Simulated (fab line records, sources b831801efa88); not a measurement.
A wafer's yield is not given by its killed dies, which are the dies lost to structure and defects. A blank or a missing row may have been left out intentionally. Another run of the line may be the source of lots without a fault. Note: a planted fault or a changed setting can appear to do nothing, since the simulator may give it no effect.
Chamber matching || flow gf180mcu || 4 sister chambers for GF_V4_ETCH_16 on rie diel-01
The step etches BARC in N2/H2. 22 wafers are shown with their chamber, then 11 later ones without.

== EACH WAFER AND ITS CHAMBER ==
{"wafer": "L076.1", "chamber": 0, "drypump motor current A (A)": 5.6, "oes product au (a.u.)": 0.851, "throttle valve pct (%)": 13.231}
{"wafer": "L076.2", "chamber": 1, "drypump motor current A (A)": 5.7, "oes product au (a.u.)": 0.851, "throttle valve pct (%)": 13.230}
{"wafer": "L076.6", "chamber": 2, "drypump motor current A (A)": 6.5, "oes product au (a.u.)": 0.851, "throttle valve pct (%)": 13.230}
{"wafer": "L077.1", "chamber": 2, "drypump motor current A (A)": 6.5, "oes product au (a.u.)": 0.857, "throttle valve pct (%)": 13.221}
{"wafer": "L077.2", "chamber": 0, "drypump motor current A (A)": 5.6, "oes product au (a.u.)": 0.855, "throttle valve pct (%)": 13.212}
{"wafer": "L077.3", "chamber": 1, "drypump motor current A (A)": 5.7, "oes product au (a.u.)": 0.862, "throttle valve pct (%)": 13.232}
{"wafer": "L078.1", "chamber": 1, "drypump motor current A (A)": 5.7, "oes product au (a.u.)": 0.856, "throttle valve pct (%)": 13.226}
{"wafer": "L078.2", "chamber": 0, "drypump motor current A (A)": 5.6, "oes product au (a.u.)": 0.852, "throttle valve pct (%)": 13.222}
{"wafer": "L078.3", "chamber": 2, "drypump motor current A (A)": 6.6, "oes product au (a.u.)": 0.852, "throttle valve pct (%)": 13.233}
{"wafer": "L078.4", "chamber": 2, "drypump motor current A (A)": 6.5, "oes product au (a.u.)": 0.863, "throttle valve pct (%)": 13.227}
{"wafer": "L078.5", "chamber": 1, "drypump motor current A (A)": 5.8, "oes product au (a.u.)": 0.855, "throttle valve pct (%)": 13.218}
{"wafer": "L078.6", "chamber": 0, "drypump motor current A (A)": 5.6, "oes product au (a.u.)": 0.853, "throttle valve pct (%)": 13.220}
{"wafer": "L079.1", "chamber": 3, "drypump motor current A (A)": 6.3, "oes product au (a.u.)": 0.848, "throttle valve pct (%)": 13.224}
{"wafer": "L079.2", "chamber": 1, "drypump motor current A (A)": 5.8, "oes product au (a.u.)": 0.863, "throttle valve pct (%)": 13.220}
{"wafer": "L079.3", "chamber": 0, "drypump motor current A (A)": 5.6, "oes product au (a.u.)": 0.857, "throttle valve pct (%)": 13.230}
{"wafer": "L079.4", "chamber": 2, "drypump motor current A (A)": 6.5, "oes product au (a.u.)": 0.855, "throttle valve pct (%)": 13.227}
{"wafer": "L079.5", "chamber": 3, "drypump motor current A (A)": 6.3, "oes product au (a.u.)": 0.843, "throttle valve pct (%)": 13.221}
{"wafer": "L079.6", "chamber": 0, "drypump motor current A (A)": 5.6, "oes product au (a.u.)": 0.852, "throttle valve pct (%)": 13.215}
{"wafer": "L080.2", "chamber": 1, "drypump motor current A (A)": 5.7, "oes product au (a.u.)": 0.853, "throttle valve pct (%)": 13.232}
{"wafer": "L080.3", "chamber": 0, "drypump motor current A (A)": 5.6, "oes product au (a.u.)": 0.859, "throttle valve pct (%)": 13.224}
{"wafer": "L080.5", "chamber": 3, "drypump motor current A (A)": 6.3, "oes product au (a.u.)": 0.860, "throttle valve pct (%)": 13.223}
{"wafer": "L089.1", "chamber": 0, "drypump motor current A (A)": 5.6, "oes product au (a.u.)": 0.855, "throttle valve pct (%)": 13.230}

SIGNATURES (averages over the wafers above)
{"reading": "drypump motor current A", "chamber 0": 5.600, "chamber 1": 5.733, "chamber 2": 6.520, "chamber 3": 6.300, "scatter within a chamber": 0.0344}
{"reading": "oes product au", "chamber 0": 0.85425, "chamber 1": 0.85667, "chamber 2": 0.85560, "chamber 3": 0.85033, "scatter within a chamber": 0.0048}
{"reading": "throttle valve pct", "chamber 0": 13.22300, "chamber 1": 13.22633, "chamber 2": 13.22760, "chamber 3": 13.22267, "scatter within a chamber": 0.00591}
Rule: a wafer lies at a distance from a chamber equal to the root of the sum of squares, over the readings, of (its reading less the chamber's mean, divided by the reading's scatter). If the next closest chamber is less than 2 further off than the closest, the wafer can't be placed; otherwise it belongs to the closest. How the scatter is found: for the shown wafers, subtract from each reading the mean of its chamber, square and add these, divide the total by (wafers less chambers), then take the root.

== WAFERS WITHOUT THEIR CHAMBER ==
{"wafer": "L089.3", "drypump motor current A (A)": 6.6, "oes product au (a.u.)": 0.858, "throttle valve pct (%)": 13.228}
{"wafer": "L089.6", "drypump motor current A (A)": 6.3, "oes product au (a.u.)": 0.856, "throttle valve pct (%)": 13.217}
{"wafer": "L091.2", "drypump motor current A (A)": 5.6, "oes product au (a.u.)": 0.849, "throttle valve pct (%)": 13.230}
{"wafer": "L091.4", "drypump motor current A (A)": 5.8, "oes product au (a.u.)": 0.853, "throttle valve pct (%)": 13.214}
{"wafer": "L091.5", "drypump motor current A (A)": 5.6, "oes product au (a.u.)": 0.851, "throttle valve pct (%)": 13.232}
{"wafer": "L095.1", "drypump motor current A (A)": 5.6, "oes product au (a.u.)": 0.848, "throttle valve pct (%)": 13.210}
{"wafer": "L095.3", "drypump motor current A (A)": 5.7, "oes product au (a.u.)": 0.858, "throttle valve pct (%)": 13.219}
{"wafer": "L095.4", "drypump motor current A (A)": 6.5, "oes product au (a.u.)": 0.855, "throttle valve pct (%)": 13.206}
{"wafer": "L096.1", "drypump motor current A (A)": 6.3, "oes product au (a.u.)": 0.863, "throttle valve pct (%)": 13.220}
{"wafer": "L096.3", "drypump motor current A (A)": 6.5, "oes product au (a.u.)": 0.853, "throttle valve pct (%)": 13.226}
{"wafer": "L096.6", "drypump motor current A (A)": 5.8, "oes product au (a.u.)": 0.850, "throttle valve pct (%)": 13.232}

== THE CHAMBER EACH PASSED THROUGH ==
{"wafer": "L089.3", "from the rows above": 2, "in truth": 2}
{"wafer": "L089.6", "from the rows above": 3, "in truth": 3}
{"wafer": "L091.2", "from the rows above": 0, "in truth": 0}
{"wafer": "L091.4", "from the rows above": 1, "in truth": 1}
{"wafer": "L091.5", "from the rows above": 0, "in truth": 0}
{"wafer": "L095.1", "from the rows above": 0, "in truth": 0}
{"wafer": "L095.3", "from the rows above": "can't be placed: 1 or 0", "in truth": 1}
{"wafer": "L095.4", "from the rows above": 2, "in truth": 2}
{"wafer": "L096.1", "from the rows above": 3, "in truth": 3}
{"wafer": "L096.3", "from the rows above": 2, "in truth": 2}
{"wafer": "L096.6", "from the rows above": 1, "in truth": 1}
10 of 11 placed correctly. These rows do not allow placing 1 (true chamber among the candidates in 1). 0 placed wrongly.
